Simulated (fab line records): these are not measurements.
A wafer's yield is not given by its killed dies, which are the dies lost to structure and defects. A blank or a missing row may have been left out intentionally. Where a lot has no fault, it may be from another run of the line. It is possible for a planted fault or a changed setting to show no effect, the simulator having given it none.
Which tool was responsible? | flow sfq_line | 41 wafers from 14 lots sampled at 6 of the route's 325 steps

## WHAT THE GAUGES SHOWED, per wafer
The record holds no reading of a measuring or inspecting step that can be judged against a usual standard deviation.

## WHAT TOOL EACH LOT RAN ON (gives the tool, then ch and the chambers of the sampled wafers, and finally the start)
lot  | SFQ_TRILAYER_M6_BARC_OPEN_METAL_ETCH_206 | SFQ_TRILAYER_M7_DEP_SPUTTER_175 | SFQ_TRILAYER_I7_CMP_CMP_184   | SFQ_TRILAYER_I7_METRO_MEASURE_185 | SFQ_TRILAYER_I7_VIA_ETCH_VIA_ETCH_190 | SFQ_TRILAYER_I7_VIA_STRIP_STRIP_191
L747 | rie_metal-03 ch 0,1, day 62 08:17        | pvd_sputter-05, day 67 12:00    | cmp-02 ch 2,3, day 68 10:42   | film_metro-01, day 68 13:49       | rie_diel-02 ch 1,2,3, day 68 18:25    | rie_metal-03 ch 0,1, day 68 18:32
L748 | rie_metal-03 ch 0,1, day 65 03:04        | pvd_sputter-06, day 67 20:37    | cmp-01 ch 0,1,2, day 68 14:34 | film_metro-02, day 68 16:41       | rie_diel-04 ch 2,3, day 68 20:49      | rie_metal-04 ch 0,1, day 68 20:56
L749 | rie_metal-01 ch 0,1, day 68 16:35        | pvd_sputter-05, day 69 06:23    | cmp-02 ch 0,1,3, day 69 20:57 | film_metro-03, day 69 23:16       | rie_diel-03 ch 1,2, day 70 02:43      | rie_metal-03 ch 0,1, day 70 02:50
L750 | rie_metal-01 ch 0,1, day 68 21:24        | pvd_sputter-03, day 72 22:44    | cmp-02 ch 2,3, day 73 02:27   | film_metro-03, day 73 05:58       | rie_diel-04 ch 0,1,3, day 73 21:38    | rie_metal-02 ch 0,1, day 73 21:57
L751 | rie_metal-03 ch 0,1, day 68 22:35        | pvd_sputter-05, day 72 23:20    | cmp-01 ch 1,3, day 73 05:23   | film_metro-02, day 73 08:01       | rie_diel-03 ch 0,1,3, day 73 22:50    | rie_metal-04 ch 0,1, day 73 22:57
L752 | rie_metal-01 ch 0,1, day 69 02:11        | pvd_sputter-03, day 73 00:32    | cmp-02 ch 1,2,3, day 73 05:57 | film_metro-03, day 73 08:34       | rie_diel-02 ch 0,2, day 74 00:12      | rie_metal-04 ch 0,1, day 74 00:19
L753 | rie_metal-01 ch 0,1, day 69 07:37        | pvd_sputter-05, day 73 10:08    | cmp-02 ch 0,3, day 73 16:09   | film_metro-01, day 73 18:46       | rie_diel-04 ch 0,1, day 74 01:14      | rie_metal-02 ch 0,1, day 74 01:21
L754 | rie_metal-01 ch 0,1, day 69 10:01        | pvd_sputter-03, day 73 14:56    | cmp-01 ch 2,3, day 73 19:41   | film_metro-03, day 73 22:49       | rie_diel-03 ch 0,2,3, day 74 02:26    | rie_metal-04 ch 0,1, day 74 02:33
L755 | rie_metal-01 ch 0,1, day 70 13:40        | pvd_sputter-03, day 74 16:15    | cmp-01 ch 1,2, day 75 02:02   | film_metro-01, day 75 05:21       | rie_diel-04 ch 1,3, day 78 22:41      | rie_metal-04 ch 0,1, day 78 22:51
L756 | rie_metal-01 ch 0,1, day 70 16:04        | pvd_sputter-06, day 74 18:39    | cmp-02 ch 2,3, day 75 04:11   | film_metro-02, day 75 06:48       | rie_diel-03 ch 1,2, day 78 23:52      | rie_metal-02 ch 0,1, day 78 23:58
L757 | rie_metal-01 ch 0,1, day 70 22:04        | pvd_sputter-03, day 74 22:15    | cmp-02 ch 0,1, day 75 07:11   | film_metro-02, day 75 10:00       | rie_diel-02 ch 1,2, day 79 04:47      | rie_metal-02 ch 0,1, day 79 04:54
L766 | rie_metal-01 ch 0,1, day 74 14:04        | pvd_sputter-03, day 78 15:11    | cmp-01 ch 0,2,3, day 78 20:32 | film_metro-01, day 78 22:40       | rie_diel-02 ch 0,1,2, day 82 10:57    | rie_metal-03 ch 0,1, day 82 11:04
L767 | rie_metal-03 ch 0,1, day 74 16:34        | pvd_sputter-05, day 78 19:59    | cmp-01 ch 2,3, day 78 23:36   | film_metro-03, day 79 02:43       | rie_diel-03 ch 0,1, day 82 15:45      | rie_metal-03 ch 0,1, day 82 15:52
L770 | rie_metal-03 ch 0,1, day 76 14:08        | pvd_sputter-05, day 79 07:08    | cmp-02 ch 0,2,3, day 79 18:22 | film_metro-02, day 79 20:59       | rie_diel-03 ch 0,1,3, day 83 06:48    | rie_metal-02 ch 0,1, day 83 06:55
- SFQ_TRILAYER_M6_BARC_OPEN_METAL_ETCH_206: etches BARC in O2, target depth 125 nm, time 41.7 s.
- SFQ_TRILAYER_M7_DEP_SPUTTER_175: material Nb, target thk 200 nm, time 133.3 s.
- SFQ_TRILAYER_I7_CMP_CMP_184: polishes SiO2.
- SFQ_TRILAYER_I7_METRO_MEASURE_185
- SFQ_TRILAYER_I7_VIA_ETCH_VIA_ETCH_190: etches SiO2 in CHF3, stops on Nb, target depth 260 nm.
- SFQ_TRILAYER_I7_VIA_STRIP_STRIP_191: strips in O2.

## AS READ BY THE TOOLS THEMSELVES (means over the sampled wafers that have a number; for cases with no such wafer, the mark the record gives instead)
SFQ_TRILAYER_M6_BARC_OPEN_METAL_ETCH_206. Usual: drypump_motor_current_A 5.6 A, standard deviation 0.38; oes_product_au 0.685 a.u., standard deviation 0.0045.
lot  | tool         | drypump_motor_current_A (A) | oes_product_au (a.u.) | flag
L747 | rie_metal-03 | 5.5                         | 0.687                 |
L748 | rie_metal-03 | 5.5                         | 0.688                 |
L749 | rie_metal-01 | 5.6                         | 0.682                 |
L750 | rie_metal-01 | 5.8                         | 0.687                 |
L751 | rie_metal-03 | 5.2                         | 0.689                 |
L752 | rie_metal-01 | 5.6                         | 0.684                 |
L753 | rie_metal-01 | 5.6                         | 0.683                 |
L754 | rie_metal-01 | 5.6                         | 0.688                 |
L755 | rie_metal-01 | 5.6                         | 0.684                 |
L756 | rie_metal-01 | 5.8                         | 0.685                 |
L757 | rie_metal-01 | 5.8                         | 0.684                 |
L766 | rie_metal-01 | 5.8                         | 0.687                 |
L767 | rie_metal-03 | 5.3                         | 0.683                 |
L770 | rie_metal-03 | 5.5                         | 0.688                 |

SFQ_TRILAYER_M7_DEP_SPUTTER_175. Usual: throttle_valve_pct 30.1 %, standard deviation 1.2.
lot  | tool           | throttle_valve_pct (%) | flag
L747 | pvd_sputter-05 | 30.0                   |
L748 | pvd_sputter-06 | 30.3                   |
L749 | pvd_sputter-05 | 28.9                   |
L750 | pvd_sputter-03 | 29.1                   |
L751 | pvd_sputter-05 | 31.3                   |
L752 | pvd_sputter-03 | 30.3                   |
L753 | pvd_sputter-05 | 29.8                   |
L754 | pvd_sputter-03 | 30.0                   |
L755 | pvd_sputter-03 | 29.0                   |
L756 | pvd_sputter-06 | 30.3                   |
L757 | pvd_sputter-03 | 30.1                   |
L766 | pvd_sputter-03 | 30.1                   |
L767 | pvd_sputter-05 | 30.4                   |
L770 | pvd_sputter-05 | 31.6                   |

SFQ_TRILAYER_I7_CMP_CMP_184. Usual: motor_current_A 9.4 A, standard deviation 0.86; time_to_endpoint_s 214 s, standard deviation 8.6.
lot  | tool   | motor_current_A (A) | time_to_endpoint_s (s) | flag
L747 | cmp-02 | 9.0                 | 204                    |
L748 | cmp-01 | 9.1                 | 218                    |
L749 | cmp-02 | 9.5                 | 208                    |
L750 | cmp-02 | 8.8                 | 215                    |
L751 | cmp-01 | 9.4                 | 218                    |
L752 | cmp-02 | 9.6                 | 220                    |
L753 | cmp-02 | 9.0                 | 215                    |
L754 | cmp-01 | 10.5                | 228                    |
L755 | cmp-01 | 9.3                 | 223                    |
L756 | cmp-02 | 8.8                 | 212                    |
L757 | cmp-02 | 9.7                 | 219                    |
L766 | cmp-01 | 10.2                | 186                    | OFF
L767 | cmp-01 | 10.2                | 184                    | OFF
L770 | cmp-02 | 9.0                 | 206                    |

SFQ_TRILAYER_I7_METRO_MEASURE_185. Usual: thk_nm 199.6 nm, standard deviation 1.3.
lot  | tool          | thk_nm (nm) | flag
L747 | film_metro-01 | 197.3       |
L748 | film_metro-02 | 199.5       |
L749 | film_metro-03 | 200.7       |
L750 | film_metro-03 | 199.0       |
L751 | film_metro-02 | 201.2       |
L752 | film_metro-03 | 198.9       |
L753 | film_metro-01 | 199.7       |
L754 | film_metro-03 | 201.0       |
L755 | film_metro-01 | 199.1       |
L756 | film_metro-02 | 198.9       |
L757 | film_metro-02 | 199.0       |
L766 | film_metro-01 | 232.2       | OFF
L767 | film_metro-03 | 223.9       | OFF
L770 | film_metro-02 | 199.4       |

SFQ_TRILAYER_I7_VIA_ETCH_VIA_ETCH_190. Usual: drypump_motor_current_A 5.6 A, standard deviation 0.49; oes_product_au 0.854 a.u., standard deviation 0.0051.
lot  | tool        | drypump_motor_current_A (A) | oes_product_au (a.u.) | flag
L747 | rie_diel-02 | 5.4                         | 0.848                 |
L748 | rie_diel-04 | 5.8                         | 0.858                 |
L749 | rie_diel-03 | 6.0                         | 0.862                 |
L750 | rie_diel-04 | 5.6                         | 0.855                 |
L751 | rie_diel-03 | 5.7                         | 0.858                 |
L752 | rie_diel-02 | 5.5                         | 0.849                 |
L753 | rie_diel-04 | 5.7                         | 0.855                 |
L754 | rie_diel-03 | 5.4                         | 0.861                 |
L755 | rie_diel-04 | 5.7                         | 0.851                 |
L756 | rie_diel-03 | 6.0                         | 0.858                 |
L757 | rie_diel-02 | 5.0                         | 0.852                 |
L766 | rie_diel-02 | 5.3                         | 0.930                 | OFF
L767 | rie_diel-03 | 6.0                         | 0.910                 | OFF
L770 | rie_diel-03 | 5.7                         | 0.849                 |

SFQ_TRILAYER_I7_VIA_STRIP_STRIP_191. Usual: drypump_motor_current_A 5.47 A, standard deviation 0.3; oes_product_au 0.999 a.u., standard deviation 0.015.
lot  | tool         | drypump_motor_current_A (A) | oes_product_au (a.u.) | flag
L747 | rie_metal-03 | 5.46                        | 1.001                 |
L748 | rie_metal-04 | 5.40                        | 1.006                 |
L749 | rie_metal-03 | 5.46                        | 0.989                 |
L750 | rie_metal-02 | 5.80                        | 1.002                 |
L751 | rie_metal-04 | 5.26                        | 1.000                 |
L752 | rie_metal-04 | 5.39                        | 1.006                 |
L753 | rie_metal-02 | 5.80                        | 0.986                 |
L754 | rie_metal-04 | 5.29                        | 1.007                 |
L755 | rie_metal-04 | 5.42                        | 1.006                 |
L756 | rie_metal-02 | 5.73                        | 0.998                 |
L757 | rie_metal-02 | 5.73                        | 0.983                 |
L766 | rie_metal-03 | 5.24                        | 0.999                 |
L767 | rie_metal-03 | 5.34                        | 0.996                 |
L770 | rie_metal-02 | 5.79                        | 0.995                 |

## THE ANSWER, worked out from the rows above alone
Rule: a lot counts as off when the mean over its wafers that have a number is more than 3 standard deviations away from the usual mean. A lot without any number at a reading at which 4 lots or more have one is off too. Any other lot the step has rows for is counted as sound. First the gauges in route order, then the tools' own readings, where a lot's mean is used as printed above. The first step at which some lot is off is used, and at that step the reading that is off furthest; a lot without a number counts as furthest.
Off: L766, L767 (SFQ_TRILAYER_I7_CMP_CMP_184, time_to_endpoint_s).
If a tool, at that step or one of the process steps before it, ran each lot that is off and ran no sound lot following the first of them, it fits. One fits: cmp-01 at SFQ_TRILAYER_I7_CMP_CMP_184. Its last sound lot is L755 (day 75 02:02), its first lot that is off L766 (day 78 20:32): a fault that began between those two fits.

## WHAT HAD BEEN PUT IN BY THE SIMULATOR
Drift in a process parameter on cmp-01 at SFQ_TRILAYER_I7_CMP_CMP_184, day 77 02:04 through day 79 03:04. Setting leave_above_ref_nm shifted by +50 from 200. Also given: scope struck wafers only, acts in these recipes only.
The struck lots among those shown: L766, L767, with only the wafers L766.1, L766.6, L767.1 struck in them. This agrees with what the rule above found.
